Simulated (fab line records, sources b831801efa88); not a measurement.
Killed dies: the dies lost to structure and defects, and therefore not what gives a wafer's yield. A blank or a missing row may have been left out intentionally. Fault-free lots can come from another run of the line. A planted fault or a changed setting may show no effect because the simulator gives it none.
Which tool is to blame? / flow sky130 / 6 lots, 18 wafers sampled, at 1 step of a route of 708

== WHAT THE GAUGES SHOWED, per wafer ==
SKY_METAL1_OVL_MEAS_16.
lot=L995; measured=day 33 18:37; on=overlay-02; METAL1_OVL (nm)=-8 6 -8
lot=L997; measured=day 34 05:25; on=overlay-01; METAL1_OVL (nm)=1 -2 -8
lot=L999; measured=day 35 01:43; on=overlay-01; METAL1_OVL (nm)=-5 -2 0
lot=L104; measured=day 36 15:34; on=overlay-02; METAL1_OVL (nm)=4 -5 4
lot=L105; measured=day 37 11:19; on=overlay-02; METAL1_OVL (nm)=-2 3 4
lot=L114; measured=day 39 20:01; on=overlay-02; METAL1_OVL (nm)=-4 0 1

== TOOL THAT RAN EACH LOT (tool first, then ch and the chambers of the sampled wafers, then the start) ==
The record shows no process step preceding these readings.

== THE ANSWER, worked out from the rows above alone ==
Rule: what is usual is taken from the lots themselves. The widest of any qualifying gaps counts: lots, ordered by their means at a reading, are off when they make up no more than a third of the lots, leave a main group of 4 or more, and stand apart from it by 3 or more times the standard deviation of that group's means. If all means in a main group match to the digits the tables above print for the reading, that group is not used. Also off: a lot with no number at a reading for which 4 or more lots have one. Where the step has rows for the other lots, those lots are counted as sound.
Nothing can be told from this: no lot is off at any reading shown.

== WHAT THE SIMULATOR HAD PUT IN ==
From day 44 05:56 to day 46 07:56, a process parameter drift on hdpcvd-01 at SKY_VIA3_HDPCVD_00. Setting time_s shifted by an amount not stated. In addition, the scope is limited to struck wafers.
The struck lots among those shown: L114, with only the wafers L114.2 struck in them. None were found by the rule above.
